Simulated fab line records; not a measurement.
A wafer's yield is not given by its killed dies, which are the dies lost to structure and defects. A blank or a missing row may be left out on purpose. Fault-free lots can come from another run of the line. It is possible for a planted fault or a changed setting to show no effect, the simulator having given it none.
fab line records	flow sky130
record: lots: 24	wafers: 72	last-day: 50
route steps=708 shown FIELD_ISO@3 NWELL@79 VT_ADJUST_LVTN@115 METAL5@677 PASSIVATION@693
lots untouched by any fault: they come from a run of this same line in which no faults occurred
start-h: the number of hours between the record's first day and the start of the first shown wafer of the lot	wait-h: hours since the lot's step before	" unchanged from the row above	L1.1+2: a single row standing in for several wafers	- no value, or no start given	* or withheld: withheld	< > ~ a bound
route shown NAME@n: a module of which the file shows steps, and the number in the route of the first	usual: average and standard deviation across the fault-free wafers	same: alike in all rows	chamber/n: place in a boat	sites: each site's reading	_std_site: standard deviation across them	_edge_site: outer sites' mean less inner sites'	radius-mm: how far each site lies from the wafer's centre	mask NAME#n: copy n	behind: the tool/chamber that last shaped the wafer	hold: why the lot was held/for how many hours/how that ended	device: the transistor (n, p or np) that didn't switch	end of line: at the end of the route, the tests of the same wafers	a step with no rows: only its recipe	killed: the dies lost at the first sort to structure and to defects; this is not the yield of the wafer	map: a wafer's dies, x killed, . not, _ none there
set.NAME: the run value of the setting; set.NAME@STEP: its run value at that earlier step	model.NAME: the simulator's own value behind a step, which no gauge read
route steps across a sampled set of lots; one table per step, one row per wafer
services: a tool's chamber out of use, with start hour (start-h, from the record's first day; less than 0 if before it), hours out, and reason
== steps ==
step: SKY_FIELD_ISO_THK_MEAS_02
recipe: reads: SiO2_of_FIELD_ISO_OXIDATION_01
usual: FIELD_ISO_OXIDATION_00_THK: 12.62/0.26
lot.wafer	tool	chamber	start-h	wait-h	FIELD_ISO_OXIDATION_00_THK[nm]
L074.1	film-metro-01	-	11.63	0.0	12.76
L074.3	"	-	"	"	12.49
L074.5	"	-	"	"	12.73
L075.2	film-metro-02	-	16.64	0.0	12.71
L075.3	"	-	"	"	12.85
L075.6	"	-	"	"	12.85
L076.1	film-metro-02	-	22.82	0.0	12.27
L076.2	"	-	"	"	12.36
L076.6	"	-	"	"	12.19
L077.1	film-metro-02	-	27.81	0.0	12.79
L077.2	"	-	"	"	12.59
L077.5	"	-	"	"	12.66
L078.1	film-metro-02	-	33.22	0.0	12.78
L078.2	"	-	"	"	12.80
L078.3	"	-	"	"	12.72
L079.1	film-metro-04	-	39.02	0.0	12.13
L079.2	"	-	"	"	12.13
L079.6	"	-	"	"	12.32
L080.3	film-metro-02	-	43.67	0.0	12.30
L080.4	"	-	"	"	12.40
L080.5	"	-	"	"	12.33
L081.3	film-metro-01	-	46.65	0.0	12.27
L081.4	"	-	"	"	12.39
L081.6	"	-	"	"	12.21
L082.1	film-metro-01	-	51.63	0.0	13.00
L082.2	"	-	"	"	13.14
L082.3	"	-	"	"	12.97
L083.1	film-metro-04	-	58.79	0.0	13.06
L083.3	"	-	"	"	12.87
L083.6	"	-	"	"	13.02
L084.2	film-metro-01	-	65.76	0.0	13.06
L084.5	"	-	"	"	12.96
L084.6	"	-	"	"	13.05
L085.1	film-metro-02	-	70.35	0.0	12.35
L085.5	"	-	"	"	12.27
L085.6	"	-	"	"	12.28
L086.2	film-metro-04	-	74.45	0.0	12.63
L086.4	"	-	"	"	12.69
L086.5	"	-	"	"	12.59
L087.1	film-metro-01	-	78.51	0.0	12.66
L087.3	"	-	"	"	12.82
L087.4	"	-	"	"	12.47
L088.2	film-metro-04	-	81.64	0.0	12.39
L088.3	"	-	"	"	12.48
L088.6	"	-	"	"	12.37
L089.1	film-metro-01	-	86.77	0.0	12.41
L089.2	"	-	"	"	12.56
L089.5	"	-	"	"	12.44
L090.2	film-metro-04	-	92.95	0.0	12.64
L090.3	"	-	"	"	12.60
L090.4	"	-	"	"	12.70
L091.1	film-metro-02	-	100.00	0.0	12.53
L091.2	"	-	"	"	12.56
L091.5	"	-	"	"	12.40
L092.1	film-metro-01	-	106.83	0.0	12.67
L092.4	"	-	"	"	12.89
L092.5	"	-	"	"	12.76
L093.3	film-metro-02	-	106.85	0.0	12.85
L093.5	"	-	"	"	12.66
L093.6	"	-	"	"	12.64
L094.1	film-metro-02	-	113.63	0.0	12.84
L094.3	"	-	"	"	12.91
L094.4	"	-	"	"	12.77
L095.2	film-metro-01	-	119.38	0.0	12.28
L095.3	"	-	"	"	12.33
L095.4	"	-	"	"	12.33
L096.3	film-metro-01	-	123.45	0.0	13.18
L096.4	"	-	"	"	13.05
L096.5	"	-	"	"	13.14
L097.1	film-metro-02	-	127.16	0.0	12.48
L097.2	"	-	"	"	12.36
L097.5	"	-	"	"	12.31
step: SKY_FIELD_ISO_ETCH_17
recipe: target-depth-a: 3420	mask-material: Si3N4	chemistry: HBr/Cl2/O2	target: Si	taper-deg: 5	icp-w: 600	bias-w: 150	pressure-mtorr: 15	HBr_flow_sccm: 150	Cl2_flow_sccm: 40	O2_flow_sccm: 6	time-s: 97.7
usual: drypump-motor-current-A: 5.7/0.57	oes-product-au: 1.004/0.0088	throttle-valve-pct: 25.653/0.0097
lot.wafer	tool	chamber	start-h	wait-h	drypump-motor-current-A	oes-product-au	rf-hours-counter-h	throttle-valve-pct
L074.1	rie-si-01	0	29.24	0.1	6.5	0.999	0	25.660
L074.3	"	1	"	"	5.4	0.995	35	25.655
L074.5	"	3	"	"	6.0	1.006	-	25.660
L075.2	rie-si-01	3	34.34	0.1	6.1	1.007	1	25.633
L075.3	"	1	"	"	5.3	0.997	35	25.665
L075.6	"	3	"	"	6.1	1.008	-	25.677
L076.1	rie-si-02	3	38.89	0.1	5.8	1.007	14	25.634
L076.2	"	0	"	"	5.7	1.027	6	25.638
L076.6	"	0	"	"	5.7	1.021	-	25.651
L077.1	rie-si-01	3	44.98	0.1	6.0	1.004	2	25.666
L077.2	"	0	"	"	6.6	0.996	0	25.665
L077.5	"	2	"	"	6.3	0.995	-	25.670
L078.1	rie-si-01	3	49.92	0.1	6.0	1.003	2	25.647
L078.2	"	1	"	"	5.3	0.989	35	25.651
L078.3	"	0	"	"	6.5	1.003	0	25.644
L079.1	rie-si-02	3	57.92	0.1	5.8	1.003	14	25.642
L079.2	"	0	"	"	5.6	1.016	6	25.650
L079.6	"	1	"	"	4.6	0.994	-	25.672
L080.3	rie-si-01	2	61.82	0.0	6.3	0.999	115	25.660
L080.4	"	0	"	"	6.5	1.013	0	25.645
L080.5	"	1	"	"	5.4	0.991	-	25.665
L081.3	rie-si-02	2	65.02	0.0	5.2	1.010	37	25.654
L081.4	"	1	"	"	4.6	0.998	85	25.658
L081.6	"	0	"	"	5.7	1.014	-	25.650
L082.1	rie-si-01	3	69.34	0.1	6.1	1.017	2	25.643
L082.2	"	2	"	"	6.4	1.003	115	25.667
L082.3	"	1	"	"	5.4	1.010	35	25.655
L083.1	rie-si-02	3	76.88	0.1	5.8	1.003	14	25.648
L083.3	"	1	"	"	4.7	1.000	85	25.648
L083.6	"	3	"	"	5.8	1.005	-	25.635
L084.2	rie-si-02	0	84.52	0.1	5.7	0.995	6	25.657
L084.5	"	0	"	"	5.7	1.018	-	25.642
L084.6	"	3	"	"	5.8	0.999	-	25.659
L085.1	rie-si-01	1	89.79	0.1	5.4	1.005	35	25.647
L085.5	"	3	"	"	6.1	1.020	-	25.646
L085.6	"	0	"	"	6.5	1.011	-	25.646
L086.2	rie-si-02	3	93.62	0.1	5.8	1.002	14	25.660
L086.4	"	2	"	"	5.2	1.018	37	25.638
L086.5	"	1	"	"	4.6	0.996	-	25.653
L087.1	rie-si-01	2	97.42	0.1	6.4	1.002	115	25.636
L087.3	"	1	"	"	5.4	1.003	35	25.639
L087.4	"	3	"	"	6.1	1.012	2	25.644
L088.2	rie-si-01	1	102.63	0.1	5.4	1.016	36	25.650
L088.3	"	0	"	"	6.5	1.001	1	25.649
L088.6	"	0	"	"	6.5	1.016	-	25.649
L089.1	rie-si-02	0	106.47	0.1	5.7	1.005	6	25.649
L089.2	"	1	"	"	4.7	1.005	86	25.658
L089.5	"	2	"	"	5.2	1.011	-	25.662
L090.2	rie-si-02	3	112.59	0.1	5.8	0.993	14	25.657
L090.3	"	2	"	"	5.2	1.008	37	25.647
L090.4	"	1	"	"	4.6	1.018	86	25.650
L091.1	rie-si-02	0	119.57	0.1	5.7	1.002	7	25.640
L091.2	"	1	"	"	4.6	0.997	86	25.655
L091.5	"	2	"	"	5.2	1.004	-	25.647
L093.3	rie-si-02	0	127.03	0.0	5.7	1.015	7	25.664
L093.5	"	3	"	"	5.8	0.993	-	25.658
L093.6	"	0	"	"	5.7	0.993	-	25.668
L092.1	rie-si-01	2	127.37	0.1	6.3	0.995	115	25.662
L092.4	"	3	"	"	6.1	1.008	2	25.639
L092.5	"	3	"	"	6.1	1.001	-	25.656
L094.1	rie-si-01	3	134.22	0.1	6.1	1.004	2	25.658
L094.3	"	0	"	"	6.5	0.990	1	25.653
L094.4	"	2	"	"	6.4	0.990	115	25.658
L095.2	rie-si-01	3	140.54	0.1	6.1	0.999	2	25.658
L095.3	"	1	"	"	5.3	1.009	36	25.667
L095.4	"	0	"	"	6.5	1.007	1	25.649
L096.3	rie-si-02	2	144.53	0.0	5.2	1.006	38	25.647
L096.4	"	0	"	"	5.7	1.008	7	25.652
L096.5	"	1	"	"	4.6	0.989	-	25.658
L097.1	rie-si-02	1	148.24	0.1	4.6	1.001	86	25.671
L097.2	"	3	"	"	5.8	1.008	14	25.640
L097.5	"	0	"	"	5.7	1.001	-	25.662
step: SKY_NWELL_TW_MEAS_26
usual: NWELL_2_TW: 501/4.1
lot.wafer	tool	chamber	start-h	wait-h	NWELL_2_TW
L074.1	film-metro-03	-	104.40	0.1	493
L074.3	"	-	"	"	493
L074.5	"	-	"	"	492
L075.2	film-metro-03	-	111.97	0.1	493
L075.3	"	-	"	"	492
L075.6	"	-	"	"	496
L076.1	film-metro-01	-	115.21	0.1	501
L076.2	"	-	"	"	502
L076.6	"	-	"	"	501
L077.1	film-metro-03	-	120.10	0.1	495
L077.2	"	-	"	"	495
L077.5	"	-	"	"	494
L078.1	film-metro-04	-	129.55	0.1	502
L078.2	"	-	"	"	502
L078.3	"	-	"	"	499
L079.1	film-metro-01	-	145.85	0.1	504
L079.2	"	-	"	"	510
L079.6	"	-	"	"	504
L081.3	film-metro-03	-	149.38	0.1	498
L081.4	"	-	"	"	493
L081.6	"	-	"	"	498
L080.3	film-metro-04	-	149.73	0.1	498
L080.4	"	-	"	"	498
L080.5	"	-	"	"	501
L082.1	film-metro-03	-	152.25	0.1	499
L082.2	"	-	"	"	497
L082.3	"	-	"	"	500
L083.1	film-metro-01	-	157.76	0.1	506
L083.3	"	-	"	"	505
L083.6	"	-	"	"	504
L084.2	film-metro-01	-	165.36	0.1	503
L084.5	"	-	"	"	503
L084.6	"	-	"	"	503
L085.1	film-metro-04	-	178.00	0.1	502
L085.5	"	-	"	"	503
L085.6	"	-	"	"	502
L087.1	film-metro-01	-	187.75	0.1	502
L087.3	"	-	"	"	504
L087.4	"	-	"	"	503
L086.2	film-metro-01	-	188.11	0.1	504
L086.4	"	-	"	"	502
L086.5	"	-	"	"	501
L088.2	film-metro-03	-	194.86	0.1	493
L088.3	"	-	"	"	492
L088.6	"	-	"	"	494
L089.1	film-metro-04	-	201.85	0.1	500
L089.2	"	-	"	"	501
L089.5	"	-	"	"	499
L090.2	film-metro-01	-	205.37	0.1	506
L090.3	"	-	"	"	504
L090.4	"	-	"	"	503
L091.1	film-metro-01	-	209.40	0.1	503
L091.2	"	-	"	"	506
L091.5	"	-	"	"	506
L093.3	film-metro-01	-	218.93	0.1	503
L093.5	"	-	"	"	501
L093.6	"	-	"	"	505
L092.1	film-metro-01	-	220.95	0.1	506
L092.4	"	-	"	"	503
L092.5	"	-	"	"	503
L094.1	film-metro-01	-	226.51	0.1	503
L094.3	"	-	"	"	504
L094.4	"	-	"	"	504
L095.2	film-metro-01	-	233.52	0.1	498
L095.3	"	-	"	"	504
L095.4	"	-	"	"	498
L096.3	film-metro-01	-	236.67	0.1	503
L096.4	"	-	"	"	501
L096.5	"	-	"	"	504
L097.1	film-metro-01	-	242.81	0.1	502
L097.2	"	-	"	"	501
L097.5	"	-	"	"	502
step: SKY_VT_ADJUST_LVTN_OVL_MEAS_18
usual: VT_ADJUST_LVTN_01_OVL: 0.5/1.4
lot.wafer	tool	chamber	start-h	wait-h	VT_ADJUST_LVTN_01_OVL[nm]
L074.1	overlay-01	-	161.41	0.1	0.9
L074.3	"	-	"	"	-0.1
L074.5	"	-	"	"	-0.5
L075.2	overlay-02	-	169.27	0.1	-1.8
L075.3	"	-	"	"	-1.3
L075.6	"	-	"	"	-2.4
L076.1	overlay-01	-	174.21	0.1	-0.4
L076.2	"	-	"	"	1.4
L076.6	"	-	"	"	0.0
L077.1	overlay-01	-	178.91	0.1	1.8
L077.2	"	-	"	"	0.7
L077.5	"	-	"	"	3.5
L078.1	overlay-01	-	189.52	0.1	1.1
L078.2	"	-	"	"	1.1
L078.3	"	-	"	"	1.1
L079.1	overlay-02	-	207.95	0.1	0.9
L079.2	"	-	"	"	1.0
L079.6	"	-	"	"	0.1
L081.3	overlay-02	-	213.22	0.1	0.6
L081.4	"	-	"	"	-0.8
L081.6	"	-	"	"	1.1
L080.3	overlay-02	-	213.52	0.1	2.7
L080.4	"	-	"	"	0.6
L080.5	"	-	"	"	1.9
L082.1	overlay-02	-	216.05	0.1	1.1
L082.2	"	-	"	"	3.4
L082.3	"	-	"	"	1.5
L083.1	overlay-02	-	222.97	0.1	-0.2
L083.3	"	-	"	"	0.7
L083.6	"	-	"	"	0.4
L084.2	overlay-01	-	231.22	0.1	-1.1
L084.5	"	-	"	"	0.4
L084.6	"	-	"	"	-0.1
L085.1	overlay-01	-	245.02	0.1	0.3
L085.5	"	-	"	"	0.3
L085.6	"	-	"	"	-0.9
L087.1	overlay-02	-	254.60	0.1	-0.3
L087.3	"	-	"	"	-0.6
L087.4	"	-	"	"	-1.5
L086.2	overlay-01	-	255.56	0.1	-1.3
L086.4	"	-	"	"	-0.3
L086.5	"	-	"	"	-1.0
L088.2	overlay-01	-	262.72	0.1	0.4
L088.3	"	-	"	"	-1.4
L088.6	"	-	"	"	-0.4
L089.1	overlay-02	-	271.12	0.1	0.0
L089.2	"	-	"	"	0.5
L089.5	"	-	"	"	-2.0
L090.2	overlay-02	-	275.17	0.1	-2.0
L090.3	"	-	"	"	1.8
L090.4	"	-	"	"	-1.3
L091.1	overlay-02	-	280.65	0.1	1.6
L091.2	"	-	"	"	1.9
L091.5	"	-	"	"	0.5
L093.3	overlay-01	-	290.76	0.1	2.0
L093.5	"	-	"	"	2.6
L093.6	"	-	"	"	2.0
L092.1	overlay-01	-	292.85	0.1	1.6
L092.4	"	-	"	"	0.5
L092.5	"	-	"	"	3.4
L094.1	overlay-02	-	298.91	0.1	0.2
L094.3	"	-	"	"	1.2
L094.4	"	-	"	"	-0.1
L095.2	overlay-01	-	307.77	0.1	0.9
L095.3	"	-	"	"	1.1
L095.4	"	-	"	"	-1.9
L096.3	overlay-01	-	310.78	0.1	2.1
L096.4	"	-	"	"	0.7
L096.5	"	-	"	"	3.2
L097.1	overlay-01	-	317.41	0.1	-0.5
L097.2	"	-	"	"	0.1
L097.5	"	-	"	"	0.6
step: SKY_METAL5_STRIP_16
recipe: chemistry: O2/N2	power-w: 1400	pressure-mtorr: 1500	platen-temp-c: withheld	o2-flow-sccm: 3000	n2-flow-sccm: 300	overash-fraction: 0.5
usual: drypump-motor-current-A: 5.7/0.47	oes-product-au: 0.711/0.0043	strip-time-to-endpoint-s: 13.00/0.23
same: overash-fraction: 0.5
lot.wafer	tool	chamber	start-h	wait-h	drypump-motor-current-A	oes-product-au	rf-hours-counter-h	strip-time-to-endpoint-s
L074.1	plasma-asher-01	0	1029.24	0.4	5.0	0.713	91	13.26
L074.3	"	1	"	"	5.4	0.711	-	13.45
L074.5	"	0	"	"	4.9	0.715	-	13.40
L075.2	plasma-asher-04	1	1032.77	0.2	5.6	0.716	27	12.86
L075.3	"	1	"	"	5.6	0.711	-	12.81
L075.6	"	1	"	"	5.6	0.716	-	12.79
L077.1	plasma-asher-03	1	1049.73	0.2	6.3	0.719	125	12.78
L077.2	"	0	"	"	6.2	0.711	125	12.91
L077.5	"	1	"	"	6.3	0.709	-	12.82
L076.1	plasma-asher-03	1	1051.94	0.2	6.3	0.713	125	13.11
L076.2	"	0	"	"	6.2	0.705	125	13.11
L076.6	"	0	"	"	6.2	0.709	-	13.09
L078.1	plasma-asher-01	1	1059.29	0.2	5.4	0.711	95	13.16
L078.2	"	0	"	"	4.9	0.709	95	13.14
L078.3	"	0	"	"	5.0	0.718	-	13.22
L080.3	plasma-asher-03	0	1077.86	0.1	6.2	0.708	-	13.22
L080.4	"	1	"	"	6.3	0.708	-	13.05
L080.5	"	0	"	"	6.2	0.710	-	13.20
L079.1	plasma-asher-03	0	1078.13	0.2	6.1	0.710	1	13.34
L079.2	"	1	"	"	6.2	0.705	1	12.76
L079.6	"	0	"	"	6.2	0.711	-	13.33
L081.3	plasma-asher-03	1	1079.16	0.1	6.3	0.710	-	13.18
L081.4	"	0	"	"	6.1	0.712	-	13.10
L081.6	"	1	"	"	6.3	0.712	-	13.08
L082.1	plasma-asher-04	1	1085.02	0.2	5.5	0.715	33	13.33
L082.2	"	0	"	"	6.0	0.714	33	12.76
L082.3	"	0	"	"	6.0	0.714	-	13.30
L083.1	plasma-asher-04	0	1095.38	0.2	6.0	0.710	33	13.33
L083.3	"	0	"	"	6.0	0.712	-	13.29
L083.6	"	0	"	"	6.0	0.705	-	12.81
L084.2	plasma-asher-01	0	1099.88	0.2	4.9	0.710	99	13.04
L084.5	"	1	"	"	5.4	0.708	-	13.25
L084.6	"	0	"	"	4.9	0.711	-	13.23
L085.1	plasma-asher-03	1	1106.23	0.2	6.3	0.711	4	12.80
L085.5	"	0	"	"	6.1	0.710	-	12.78
L085.6	"	1	"	"	6.3	0.706	-	12.78
L087.1	plasma-asher-03	0	1118.99	0.2	6.2	0.705	5	12.80
L087.3	"	1	"	"	6.3	0.718	-	12.83
L087.4	"	0	"	"	6.2	0.714	-	12.83
L086.2	plasma-asher-03	1	1122.29	0.2	6.3	0.708	6	13.09
L086.4	"	0	"	"	6.1	0.710	-	13.17
L086.5	"	0	"	"	6.1	0.719	-	13.10
L088.2	plasma-asher-03	1	1123.72	0.2	6.3	0.717	6	13.24
L088.3	"	0	"	"	6.1	0.716	-	12.67
L088.6	"	1	"	"	6.3	0.711	-	12.75
L090.2	plasma-asher-01	0	1139.38	0.2	4.9	0.701	103	13.36
L090.3	"	0	"	"	5.0	0.705	-	13.33
L090.4	"	1	"	"	5.4	0.718	-	13.30
L089.1	plasma-asher-01	0	1140.07	0.2	4.9	0.709	103	12.74
L089.2	"	1	"	"	5.4	0.707	103	13.14
L089.5	"	1	"	"	5.4	0.709	-	13.23
L091.1	plasma-asher-04	0	1141.24	0.2	6.0	0.709	37	12.73
L091.2	"	1	"	"	5.6	0.711	37	12.88
L091.5	"	0	"	"	6.0	0.708	-	12.83
L093.3	plasma-asher-01	0	1145.63	0.1	5.0	0.706	-	12.74
L093.5	"	0	"	"	5.0	0.707	-	12.78
L093.6	"	1	"	"	5.4	0.714	-	12.80
L092.1	plasma-asher-04	0	1146.72	0.2	6.0	0.708	38	12.80
L092.4	"	0	"	"	6.0	0.711	-	12.85
L092.5	"	0	"	"	5.9	0.713	-	12.78
L094.1	plasma-asher-01	1	1147.93	0.2	5.4	0.710	105	12.74
L094.3	"	0	"	"	4.9	0.712	-	12.75
L094.4	"	1	"	"	5.4	0.701	-	13.22
L096.3	plasma-asher-01	0	1159.43	0.1	4.9	0.712	-	12.81
L096.4	"	1	"	"	5.4	0.719	-	12.82
L096.5	"	1	"	"	5.4	0.706	-	12.80
L095.2	plasma-asher-04	0	1160.67	0.2	6.0	0.705	39	12.81
L095.3	"	1	"	"	5.6	0.706	-	13.29
L095.4	"	0	"	"	6.0	0.701	-	12.73
L097.1	plasma-asher-04	0	1163.79	0.2	6.0	0.715	39	13.21
L097.2	"	1	"	"	5.6	0.714	39	12.79
L097.5	"	1	"	"	5.6	0.717	-	12.75
step: SKY_PASSIVATION_STRIP_12
recipe: chemistry: O2/N2	power-w: 1400	pressure-mtorr: 1500	platen-temp-c: withheld	overash-fraction: 0.7	o2-flow-sccm: 3000	n2-flow-sccm: 300
usual: drypump-motor-current-A: 5.9/0.39	oes-product-au: 0.661/0.0044	strip-time-to-endpoint-s: 31.43/0.16
same: overash-fraction: 0.7
lot.wafer	tool	chamber	start-h	wait-h	drypump-motor-current-A	oes-product-au	rf-hours-counter-h	strip-time-to-endpoint-s
L074.1	plasma-asher-03	0	1052.36	0.1	6.1	0.664	125	31.69
L074.3	"	1	"	"	6.3	0.658	-	31.58
L074.5	"	0	"	"	6.2	0.660	-	31.75
L075.2	plasma-asher-01	0	1055.59	0.1	4.9	0.661	94	31.39
L075.3	"	1	"	"	5.4	0.667	-	31.47
L075.6	"	1	"	"	5.4	0.661	-	31.40
L077.1	plasma-asher-01	1	1071.51	0.1	5.4	0.656	96	31.34
L077.2	"	0	"	"	4.9	0.664	96	31.16
L077.5	"	1	"	"	5.4	0.662	-	31.28
L076.1	plasma-asher-03	1	1073.97	0.1	6.3	0.666	1	31.49
L076.2	"	0	"	"	6.1	0.662	1	31.52
L076.6	"	1	"	"	6.3	0.655	-	31.38
L078.1	plasma-asher-02	0	1081.62	0.1	5.8	0.658	63	31.47
L078.2	"	1	"	"	5.8	0.655	63	31.33
L078.3	"	0	"	"	5.8	0.665	-	31.57
L080.3	plasma-asher-02	1	1099.76	0.1	5.7	0.667	-	31.48
L080.4	"	0	"	"	5.8	0.667	-	31.39
L080.5	"	1	"	"	5.7	0.664	-	31.51
L079.1	plasma-asher-03	1	1100.07	0.1	6.3	0.659	3	31.17
L079.2	"	0	"	"	6.2	0.662	3	31.28
L079.6	"	0	"	"	6.2	0.664	-	31.15
L081.3	plasma-asher-02	1	1101.01	0.1	5.8	0.666	-	31.27
L081.4	"	0	"	"	5.8	0.657	-	31.34
L081.6	"	1	"	"	5.8	0.663	-	31.48
L082.1	plasma-asher-03	0	1107.22	0.1	6.1	0.651	4	31.51
L082.2	"	1	"	"	6.3	0.668	4	31.62
L082.3	"	1	"	"	6.3	0.660	-	31.60
L083.1	plasma-asher-03	1	1115.77	0.1	6.3	0.658	5	31.67
L083.3	"	1	"	"	6.3	0.659	-	31.49
L083.6	"	0	"	"	6.2	0.658	-	31.56
L084.2	plasma-asher-02	1	1120.77	0.1	5.7	0.651	66	31.43
L084.5	"	0	"	"	5.8	0.662	-	31.49
L084.6	"	1	"	"	5.8	0.661	-	31.30
L085.1	plasma-asher-02	1	1126.66	0.1	5.8	0.657	67	31.37
L085.5	"	0	"	"	5.8	0.666	-	31.66
L085.6	"	1	"	"	5.8	0.649	-	31.38
L087.1	plasma-asher-03	0	1138.92	0.1	6.2	0.660	7	31.51
L087.3	"	0	"	"	6.1	0.659	-	31.35
L087.4	"	1	"	"	6.3	0.662	-	31.34
L086.2	plasma-asher-03	0	1142.97	0.1	6.2	0.656	8	31.57
L086.4	"	1	"	"	6.3	0.656	-	31.60
L086.5	"	1	"	"	6.3	0.668	-	31.72
L088.2	plasma-asher-03	1	1143.67	0.1	6.3	0.666	8	31.40
L088.3	"	0	"	"	6.2	0.664	-	31.51
L088.6	"	0	"	"	6.2	0.658	-	31.58
L090.2	plasma-asher-01	0	1158.31	0.1	5.0	0.660	105	31.66
L090.3	"	1	"	"	5.4	0.658	-	31.47
L090.4	"	0	"	"	5.0	0.661	-	31.45
L089.1	plasma-asher-02	1	1159.72	0.1	5.8	0.663	70	31.20
L089.2	"	0	"	"	5.8	0.656	70	31.22
L089.5	"	1	"	"	5.8	0.659	-	31.08
L091.1	plasma-asher-03	0	1160.03	0.1	6.2	0.659	9	31.21
L091.2	"	1	"	"	6.3	0.655	9	31.48
L091.5	"	0	"	"	6.1	0.663	-	31.33
L093.3	plasma-asher-02	0	1164.71	0.1	5.9	0.666	-	31.48
L093.5	"	1	"	"	5.8	0.668	-	31.45
L093.6	"	0	"	"	5.8	0.667	-	31.46
L092.1	plasma-asher-01	1	1165.97	0.1	5.4	0.663	106	31.20
L092.4	"	0	"	"	4.9	0.664	-	31.68
L092.5	"	0	"	"	4.9	0.662	-	31.42
L094.1	plasma-asher-02	0	1167.02	0.1	5.8	0.657	71	31.27
L094.3	"	0	"	"	5.8	0.661	-	31.03
L094.4	"	1	"	"	5.8	0.657	-	31.44
L096.3	plasma-asher-03	0	1177.55	0.1	6.2	0.659	-	31.39
L096.4	"	1	"	"	6.3	0.652	-	31.37
L096.5	"	1	"	"	6.3	0.662	-	31.28
L095.2	plasma-asher-02	0	1178.18	0.1	5.8	0.663	72	31.54
L095.3	"	0	"	"	5.8	0.667	-	31.60
L095.4	"	1	"	"	5.8	0.662	-	31.53
L097.1	plasma-asher-03	0	1181.47	0.1	6.2	0.657	11	31.38
L097.2	"	1	"	"	6.3	0.655	11	31.15
L097.5	"	0	"	"	6.1	0.655	-	31.34
== services ==
tool	chamber	start-h	hours	kind
rie-si-01	0	33.53	1.8	repair
plasma-asher-01	-	103.84	0.4	repair
rie-si-01	1	103.95	3.5	repair
plasma-asher-01	-	108.76	9.0	pm
plasma-asher-01	-	117.76	15.6	pm
rie-si-02	0	122.56	3.2	repair
rie-si-02	-	154.62	0.8	repair
rie-si-01	1	154.66	7.3	repair
plasma-asher-01	-	172.23	3.5	repair
plasma-asher-01	-	202.07	3.4	repair
plasma-asher-01	-	229.66	2.8	pm
rie-si-02	0	237.68	2.2	repair
rie-si-02	-	238.08	0.8	repair
plasma-asher-03	-	239.59	0.5	repair
rie-si-02	1	252.90	8.6	repair
rie-si-01	-	399.02	0.5	repair
rie-si-01	3	409.90	2.4	repair
rie-si-02	-	456.60	0.2	repair
rie-si-01	-	478.02	2.8	pm
rie-si-02	1	497.57	4.7	repair
rie-si-01	-	508.83	4.4	repair
plasma-asher-03	-	536.96	2.8	pm
rie-si-01	2	544.16	2.9	repair
plasma-asher-03	-	1055.25	9.0	pm
== key ==
fault none
